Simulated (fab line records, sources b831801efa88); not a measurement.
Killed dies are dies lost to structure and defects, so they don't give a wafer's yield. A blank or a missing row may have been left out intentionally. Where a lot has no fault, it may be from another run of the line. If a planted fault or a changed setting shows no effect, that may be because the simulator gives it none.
Split-lot experiment -- flow sfq-line -- 23 wafers read from 5 lots, route of 325 steps

== ABOUT THE SPLIT ==
At SFQ_TRILAYER_I4_DEP_PECVD_099 (deposits SiO2 from SiH4/N2O, time 111.11 s, target thk 500 nm), the setting time-s was moved away from the recipe's 111.11 s on 12 of the 23 wafers read, by -14.6% to +12.9%. The other wafers ran this setting at the recipe's value.

The reading comes from the split's own step.

== THE READING ==
SiO2_of_TRILAYER_I4_DEP_PECVD_099.thk-nm (the simulator's own value, which no gauge read), in nm, at SFQ_TRILAYER_I4_DEP_PECVD_099 (deposits SiO2 from SiH4/N2O, time 111.11 s, target thk 500 nm). The file does not state a usual value for it. The 11 wafers here that ran the recipe average 502.2 nm, standard deviation 8.9 nm.

wafer,"tool, chamber at the split","time-s as run, s",against the recipe,"SiO2_of_TRILAYER_I4_DEP_PECVD_099.thk-nm, nm",against lot-mates on the recipe
L074.1,"pecvd-03, 2",125.4,+12.9%,568.3,+60.5
L074.2,"pecvd-03, 1",125.4,+12.9%,558.8,+51.0
L074.3,"pecvd-03, 0",111.11,recipe,504,-
L074.4,"pecvd-03, 0",111.11,recipe,511.5,-
L074.5,"pecvd-03, 1",125.4,+12.9%,568.4,+60.6
L077.1,"pecvd-01, 2",103.6,-6.8%,460.8,-28.9
L077.2,"pecvd-01, 1",111.11,recipe,487.9,-
L077.3,"pecvd-01, 0",103.6,-6.8%,455.5,-34.2
L077.4,"pecvd-01, 0",111.11,recipe,491.5,-
L077.5,"pecvd-01, 2",103.6,-6.8%,470.1,-19.6
L078.2,"pecvd-01, 0",106.1,-4.5%,465.9,-30.5
L078.3,"pecvd-01, 2",111.11,recipe,493.7,-
L078.4,"pecvd-01, 1",106.1,-4.5%,468.6,-27.8
L078.5,"pecvd-01, 0",111.11,recipe,499.1,-
L078.6,"pecvd-01, 2",106.1,-4.5%,477.7,-18.7
L079.1,"pecvd-04, 1",94.89,-14.6%,430.2,-70.4
L079.2,"pecvd-04, 0",94.89,-14.6%,422.2,-78.4
L079.3,"pecvd-04, 2",111.11,recipe,494.7,-
L079.5,"pecvd-04, 0",94.89,-14.6%,426.3,-74.3
L079.6,"pecvd-04, 1",111.11,recipe,506.5,-
L081.1,"pecvd-03, 2",111.11,recipe,509.8,-
L081.4,"pecvd-03, 1",111.11,recipe,511,-
L081.6,"pecvd-03, 0",111.11,recipe,514.9,-

FIT RESULTS
A straight line over all 23 wafers: SiO2_of_TRILAYER_I4_DEP_PECVD_099.thk-nm changes by +5.18 nm for each +1% of time-s; r = +0.98; the points scatter about the line by 8 nm.
The same after taking each lot's own level away (the mean of its wafers on the recipe; 23 wafers): +4.75 nm for each +1%; r = +0.99; scatter 5.4 nm.
Per that fit: largest time-s move, reading shift of 69 nm.
Measured against the standard deviation above, the lots' own levels, which go from 489.70 to 511.90 nm, span 2.5 times it.
The two slopes are in agreement: the lot-to-lot level therefore moves the slope only a little.
Check: with one of the wafers moved furthest among these (-14.6%) left out of the fit, the line predicts -70.5 nm for it against its lot-mates. It came out at -70.4 nm against them.

== ADDITIONAL SPLITS CARRIED BY THESE WAFERS ==
These wafers also went through other splits before the reading. Each is held against what the fit with the lots' levels taken away leaves over:
other split on the same wafers,wafers away from the commonest value,r with SiO2_of_TRILAYER_I4_DEP_PECVD_099.thk-nm (lot level and that fit taken away)
SFQ_TRILAYER_I1_VIA_BARC_OPEN_VIA_ETCH_071 bias-w,4,+0.31
SFQ_TRILAYER_M2_LITHO_COAT_062 spin-rpm,11,-0.03
SFQ_TRILAYER_M2_ETCH_METAL_ETCH_060 icp-w,4,-0.03
SFQ_TRILAYER_I2_VIA_LITHO_COAT_067 spin-rpm,10,-0.34
SFQ_TRILAYER_I2_VIA_BARC_OPEN_VIA_ETCH_096 bias-w,11,+0.19
SFQ_TRILAYER_I3_VIA_LITHO_COAT_090 spin-rpm,7,-0.04
SFQ_TRILAYER_M4_LITHO_COAT_098 spin-rpm,5,-0.03

== THE WHOLE CHAIN: every reading that the file lists as answering this split, in the file's order ==
step,what it does,reading,change (the file's fit),r (the file's)
SFQ_TRILAYER_I4_DEP_PECVD_099,"deposits SiO2 from SiH4/N2O, time 111.11 s, target thk 500 nm","SiO2_of_TRILAYER_I4_DEP_PECVD_099.thk-nm (the simulator's own value, which no gauge read)",+4.78 nm for each +1% of the setting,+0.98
SFQ_TRILAYER_I4_CMP_CMP_100,polishes SiO2,time-to-endpoint-s,withheld for each +1% of the setting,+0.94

== FILE'S OWN FIT ==
SiO2_of_TRILAYER_I4_DEP_PECVD_099.thk-nm changes by +4.78 nm for each +1% of time-s, r = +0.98.
